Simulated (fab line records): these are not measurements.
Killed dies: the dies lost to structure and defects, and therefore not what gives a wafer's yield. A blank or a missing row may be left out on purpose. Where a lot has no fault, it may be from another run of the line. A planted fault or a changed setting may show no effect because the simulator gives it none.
Which of the tools did it? ; flow gf180mcu ; Sampling: 9 lots, 27 wafers, 2 of 602 route steps

== WHAT THE GAUGES READ, wafer by wafer ==
GF_POLY_GATE_OVL_MEAS_11.
lot;measured;on;POLY_GATE_OVL (nm)
L315;day 8 22:59;overlay-02;-13 -5 -9
L316;day 9 06:09;overlay-01;2 -6 0
L317;day 9 17:29;overlay-01;-4 0 -7
L318;day 9 20:54;overlay-01;-1 -3 0
L319;day 10 05:50;overlay-01;-8 -2 0
L320;day 10 17:05;overlay-02;-2 -4 2
L321;day 11 02:06;overlay-02;3 -10 2
L322;day 11 09:43;overlay-02;8 7 6
L323;day 11 13:40;overlay-02;-12 -13 -8

== WHAT TOOL EACH LOT RAN ON (gives the tool, then ch and the chambers of the sampled wafers, and finally the start) ==
lot;GF_VT_IMPLANT_RTA_45
L315;rtp anneal-02 ch 0, day 7 07:48
L316;rtp anneal-02 ch 0, day 7 16:53
L317;rtp anneal-02 ch 0, day 8 02:07
L318;rtp anneal-02 ch 0, day 8 05:35
L319;rtp anneal-01 ch 0, day 8 14:58
L320;rtp anneal-02 ch 0, day 8 23:23
L321;rtp anneal-02 ch 0, day 9 09:43
L322;rtp anneal-02 ch 0, day 9 14:38
L323;rtp anneal-02 ch 0, day 9 19:35
- GF_VT_IMPLANT_RTA_45: time 30 s.

== THE ANSWER, worked out from the rows above alone ==
Rule: what is usual is taken from the lots themselves. Put in order of their means at a reading, lots are off if they are a third of the lots or fewer, leave a main group of 4 or more, and stand apart from it by a gap of 3 or more times the standard deviation of the main group's means; of several such gaps the widest counts. A main group is skipped when, at the precision printed for the reading in the tables above, its means are all equal. Also off: a lot with no number at a reading for which 4 or more lots have one. All remaining lots with rows at the step are treated as sound.
No lot is off on any of the readings shown, so nothing can be concluded from this.

== WHAT THE SIMULATOR PUT IN ==
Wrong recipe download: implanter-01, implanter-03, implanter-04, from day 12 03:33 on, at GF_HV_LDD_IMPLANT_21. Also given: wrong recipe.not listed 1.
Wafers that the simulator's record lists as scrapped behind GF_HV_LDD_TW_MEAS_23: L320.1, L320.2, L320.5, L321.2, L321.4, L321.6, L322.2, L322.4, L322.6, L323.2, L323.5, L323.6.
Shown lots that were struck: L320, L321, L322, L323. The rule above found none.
